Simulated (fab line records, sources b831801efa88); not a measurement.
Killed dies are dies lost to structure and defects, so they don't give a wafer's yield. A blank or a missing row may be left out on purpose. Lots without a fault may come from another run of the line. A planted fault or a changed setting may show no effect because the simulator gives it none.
Which tool did it? | flow sky130 | 12 lots, 36 wafers sampled, at 5 steps of a route of 708

WHAT THE GAUGES READ, wafer by wafer
The record holds no reading of a measuring or inspecting step that can be judged against a usual standard deviation.

WHICH TOOL RAN EACH LOT (tool, then ch and the chambers of the sampled wafers, then the start)
lot  | SKY_VIA2_ETCH_14                   | SKY_VIA2_CMP_24               | SKY_METAL3_SPUTTER_00        | SKY_METAL3_SPUTTER_03        | SKY_PAD_OPEN_PROBE_99
L729 | rie_diel-03 ch 1,2,3, day 36 16:07 | cmp-02 ch 1,2,3, day 36 17:22 | pvd_sputter-03, day 36 17:40 | pvd_sputter-03, day 36 17:46 | prober-02, day 46 02:50
L731 | rie_diel-03 ch 2,3, day 37 02:16   | cmp-01 ch 1,2,3, day 37 03:27 | pvd_sputter-04, day 37 03:45 | pvd_sputter-04, day 37 03:50 | prober-02, day 46 10:11
L733 | rie_diel-02 ch 1,2,3, day 37 21:40 | cmp-01 ch 0,1,3, day 37 22:56 | pvd_sputter-03, day 37 23:05 | pvd_sputter-03, day 37 23:10 | prober-02, day 47 01:14
L735 | rie_diel-03 ch 1,2, day 38 09:19   | cmp-01 ch 0,3, day 38 10:28   | pvd_sputter-01, day 38 10:46 | pvd_sputter-01, day 38 10:52 | prober-01, day 47 10:15
L736 | rie_diel-01 ch 2,3, day 38 20:28   | cmp-01 ch 0,2,3, day 38 21:37 | pvd_sputter-03, day 38 21:55 | pvd_sputter-03, day 38 22:01 | prober-01, day 47 18:51
L737 | rie_diel-03 ch 2,3, day 38 21:59   | cmp-02 ch 2,3, day 38 23:06   | pvd_sputter-03, day 38 23:24 | pvd_sputter-03, day 38 23:29 | prober-02, day 47 21:02
L742 | rie_diel-02 ch 1,3, day 40 06:28   | cmp-02 ch 1,2,3, day 40 07:44 | pvd_sputter-03, day 40 07:56 | pvd_sputter-03, day 40 08:02 | prober-02, day 48 21:14
L741 | rie_diel-03 ch 0,2, day 40 09:16   | cmp-02 ch 0,3, day 40 10:26   | pvd_sputter-03, day 40 10:44 | pvd_sputter-03, day 40 10:50 | prober-01, day 48 22:56
L744 | rie_diel-02 ch 1,2,3, day 41 05:04 | cmp-01 ch 0,1,2, day 41 06:36 | pvd_sputter-04, day 41 06:54 | pvd_sputter-04, day 41 06:59 | prober-01, day 49 14:17
L746 | rie_diel-03 ch 1,3, day 41 20:01   | cmp-01 ch 0,1,2, day 41 21:11 | pvd_sputter-01, day 41 21:26 | pvd_sputter-01, day 41 21:31 | prober-01, day 50 01:10
L748 | rie_diel-02 ch 0,1,3, day 42 01:16 | cmp-02 ch 0,1,2, day 42 02:23 | pvd_sputter-04, day 42 02:41 | pvd_sputter-04, day 42 02:46 | prober-01, day 50 03:08
L751 | rie_diel-02 ch 0,3, day 43 00:28   | cmp-02 ch 0,2,3, day 43 02:01 | pvd_sputter-04, day 43 02:16 | pvd_sputter-04, day 43 02:21 | prober-02, day 50 21:44
- SKY_VIA2_ETCH_14: etches BARC in N2/H2, stops on SiO2, time 45.9 s, target depth 60 nm.
- SKY_VIA2_CMP_24: polishes, stops on SiO2, t overpolish 20 s, target thk 0 nm.
- SKY_METAL3_SPUTTER_00: material Ti, target thk 15 nm, time 10 s.
- SKY_METAL3_SPUTTER_03: material Ti, target thk 5 nm, time 3.3 s.
- SKY_PAD_OPEN_PROBE_99

WHAT THE TOOLS THEMSELVES READ (means of the sampled wafers that have a number; where no wafer has one, the mark that the record gives instead)
SKY_VIA2_ETCH_14. Usual: drypump_motor_current_A 5.9 A, standard deviation 0.52; oes_product_au 0.855 a.u., standard deviation 0.0045; throttle_valve_pct 13.225 %, standard deviation 0.0087.
lot  | tool        | drypump_motor_current_A (A) | oes_product_au (a.u.) | throttle_valve_pct (%) | flag
L729 | rie_diel-03 | 5.9                         | 0.860                 | 13.224                 |
L731 | rie_diel-03 | 6.2                         | 0.855                 | 13.225                 |
L733 | rie_diel-02 | 6.0                         | 0.856                 | 13.224                 |
L735 | rie_diel-03 | 5.7                         | 0.856                 | 13.230                 |
L736 | rie_diel-01 | 6.0                         | 0.857                 | 13.220                 |
L737 | rie_diel-03 | 6.3                         | 0.849                 | 13.233                 |
L742 | rie_diel-02 | 5.9                         | 0.859                 | 13.231                 |
L741 | rie_diel-03 | 6.5                         | 0.854                 | 13.229                 |
L744 | rie_diel-02 | 6.0                         | 0.857                 | 13.222                 |
L746 | rie_diel-03 | 6.0                         | 0.853                 | 13.235                 |
L748 | rie_diel-02 | 5.7                         | 0.860                 | 13.225                 |
L751 | rie_diel-02 | 5.7                         | 0.856                 | 13.225                 |

SKY_VIA2_CMP_24. Usual: head_pressure_psi 3.500 psi, standard deviation 0.0077; motor_current_A 10.3 A, standard deviation 0.62; overpolish_run_s 20.001 s, standard deviation 0.0081; retaining_ring_pressure_frac 1.000, standard deviation 0.0047; time_to_endpoint_s 101 s, standard deviation 3.
lot  | tool   | head_pressure_psi (psi) | motor_current_A (A) | overpolish_run_s (s) | retaining_ring_pressure_frac | time_to_endpoint_s (s) | flag
L729 | cmp-02 | 3.500                   | 10.5                | 19.996               | 1.003                        | 98                     |
L731 | cmp-01 | 3.503                   | 10.4                | 20.003               | 1.001                        | 103                    |
L733 | cmp-01 | 3.503                   | 10.3                | 20.003               | 1.002                        | 99                     |
L735 | cmp-01 | 3.501                   | 10.6                | 20.003               | 0.998                        | 100                    |
L736 | cmp-01 | 3.493                   | 10.9                | 19.994               | 1.003                        | 101                    |
L737 | cmp-02 | 3.502                   | 10.7                | 20.004               | 0.997                        | 102                    |
L742 | cmp-02 | 3.500                   | 10.3                | 19.999               | 0.998                        | 101                    |
L741 | cmp-02 | 3.505                   | 9.7                 | 19.997               | 1.003                        | 104                    |
L744 | cmp-01 | 3.499                   | 10.4                | 13.346               | 0.997                        | 118                    | OFF
L746 | cmp-01 | 3.501                   | 10.4                | 13.348               | 1.002                        | 118                    | OFF
L748 | cmp-02 | 3.500                   | 10.2                | 20.001               | 1.003                        | 100                    |
L751 | cmp-02 | 3.503                   | 10.2                | 19.999               | 1.001                        | 101                    |

SKY_METAL3_SPUTTER_00. Usual: throttle_valve_pct 30.0 %, standard deviation 0.91.
lot  | tool           | throttle_valve_pct (%) | flag
L729 | pvd_sputter-03 | 29.5                   |
L731 | pvd_sputter-04 | 30.1                   |
L733 | pvd_sputter-03 | 29.6                   |
L735 | pvd_sputter-01 | 30.4                   |
L736 | pvd_sputter-03 | 29.1                   |
L737 | pvd_sputter-03 | 30.2                   |
L742 | pvd_sputter-03 | 29.7                   |
L741 | pvd_sputter-03 | 30.2                   |
L744 | pvd_sputter-04 | 30.5                   |
L746 | pvd_sputter-01 | 31.4                   |
L748 | pvd_sputter-04 | 29.9                   |
L751 | pvd_sputter-04 | 29.8                   |

SKY_METAL3_SPUTTER_03. Usual: throttle_valve_pct 29.9 %, standard deviation 0.93.
lot  | tool           | throttle_valve_pct (%) | flag
L729 | pvd_sputter-03 | 29.5                   |
L731 | pvd_sputter-04 | 30.0                   |
L733 | pvd_sputter-03 | 29.5                   |
L735 | pvd_sputter-01 | 30.3                   |
L736 | pvd_sputter-03 | 29.1                   |
L737 | pvd_sputter-03 | 30.1                   |
L742 | pvd_sputter-03 | 29.6                   |
L741 | pvd_sputter-03 | 30.0                   |
L744 | pvd_sputter-04 | 30.4                   |
L746 | pvd_sputter-01 | 31.5                   |
L748 | pvd_sputter-04 | 29.9                   |
L751 | pvd_sputter-04 | 29.9                   |

SKY_PAD_OPEN_PROBE_99. Usual: defect_limited_yield 82.4 %, standard deviation 2.1; killed_at_M0_to_M3 44, standard deviation 7.3; killed_at_M4_up 3.0, standard deviation 1.9; killed_at_contacts 24, standard deviation 5; killed_at_front_end 16, standard deviation 4.5; killed_at_other 0.3, standard deviation 0.46; killed_dies 87, standard deviation 10; killed_on_rim 17, standard deviation 3.5; killed_open 47, standard deviation 8.3; killed_short 39, standard deviation 6.4; sort_bin_3_pad_short 0.8 %, standard deviation 0.43; sort_bin_5_function 10.5 %, standard deviation 1.6; sort_bin_6_memory 6.3 %, standard deviation 1.1; sort_n_pass 405, standard deviation 10; sort_yield_pct 82.4 %, standard deviation 2.1.
lot  | tool      | defect_limited_yield (%) | killed_at_M0_to_M3 | killed_at_M4_up | killed_at_contacts | killed_at_front_end | killed_at_other | killed_dies | killed_on_rim | killed_open | killed_short | sort_bin_3_pad_short (%) | sort_bin_5_function (%) | sort_bin_6_memory (%) | sort_n_pass | sort_yield_pct (%) | flag
L729 | prober-02 | 82.4                     | 40                 | 2.3             | 24                 | 20                  | 0.7             | 87          | 17            | 47          | 40           | 1.2                      | 9.6                     | 6.8                   | 405         | 82.4               |
L731 | prober-02 | 82.3                     | 37                 | 2.0             | 28                 | 19                  | 0.3             | 87          | 15            | 46          | 41           | 0.9                      | 10.4                    | 6.3                   | 405         | 82.3               |
L733 | prober-02 | 81.9                     | 41                 | 2.7             | 28                 | 17                  | 0.7             | 89          | 17            | 53          | 36           | 0.8                      | 10.7                    | 6.6                   | 403         | 81.9               |
L735 | prober-01 | 83.8                     | 44                 | 2.7             | 19                 | 14                  | 0.0             | 80          | 15            | 46          | 34           | 1.1                      | 9.2                     | 6.0                   | 412         | 83.8               |
L736 | prober-01 | 80.8                     | 50                 | 2.3             | 26                 | 16                  | 0.0             | 94          | 19            | 49          | 45           | 0.9                      | 12.0                    | 6.2                   | 398         | 80.8               |
L737 | prober-02 | 86.8                     | 31                 | 1.7             | 20                 | 12                  | 0.3             | 65          | 16            | 40          | 25           | 0.3                      | 7.6                     | 5.4                   | 427         | 86.8               |
L742 | prober-02 | 82.2                     | 46                 | 4.7             | 22                 | 15                  | 0.3             | 88          | 19            | 42          | 45           | 0.8                      | 10.1                    | 6.9                   | 404         | 82.2               |
L741 | prober-01 | 83.4                     | 37                 | 2.3             | 24                 | 17                  | 0.3             | 81          | 16            | 45          | 36           | 0.5                      | 10.2                    | 5.9                   | 411         | 83.4               |
L744 | prober-01 | 54.7                     | 183                | 2.0             | 25                 | 13                  | 0.7             | 223         | 44            | 55          | 36           | 27.6                     | 11.0                    | 6.7                   | 269         | 54.7               | OFF
L746 | prober-01 | 55.7                     | 176                | 3.7             | 22                 | 15                  | 0.3             | 218         | 42            | 40          | 40           | 29.3                     | 9.6                     | 5.4                   | 274         | 55.7               | OFF
L748 | prober-01 | 84.0                     | 35                 | 3.3             | 24                 | 16                  | 0.0             | 79          | 16            | 41          | 38           | 0.9                      | 9.1                     | 6.0                   | 413         | 84.0               |
L751 | prober-02 | 81.9                     | 46                 | 3.0             | 26                 | 14                  | 0.0             | 89          | 17            | 53          | 36           | 0.9                      | 10.2                    | 7.0                   | 403         | 81.9               |

THE ANSWER, worked out from the rows above alone
Rule: a lot is off if the mean of its wafers that have a number lies more than 3 standard deviations from the usual mean. A lot without any number at a reading at which 4 lots or more have one is off too. The other lots that the step has rows for count as sound. The gauges are gone through in route order, then the tools' own readings, and for those a lot's mean is taken as printed above. The first step at which some lot is off is used, and at that step the reading that is off furthest; a lot without a number counts as furthest.
Off: L744, L746, at SKY_VIA2_CMP_24 (overpolish_run_s).
A tool fits if, at that step or a process step before it, it ran every lot that is off, and no sound lot after the first of them. One fits: cmp-01 at SKY_VIA2_CMP_24. Its last sound lot is L736 (day 38 21:37), its first lot that is off L744 (day 41 06:36): a fault that began between those two fits.
The tool's own readings at SKY_VIA2_CMP_24 bear it out: on the lots that are off they differ by more than 5 times the standard deviation of the sound lots' means. overpolish_run_s reads 13.347 s there against 20.000 s on the sound lots; time_to_endpoint_s reads 118 s there against 101 s on the sound lots.

WHAT THE SIMULATOR HAD PUT IN
Process parameter drift: cmp-01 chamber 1, from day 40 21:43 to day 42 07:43, at SKY_VIA2_CMP_24. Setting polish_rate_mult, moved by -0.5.
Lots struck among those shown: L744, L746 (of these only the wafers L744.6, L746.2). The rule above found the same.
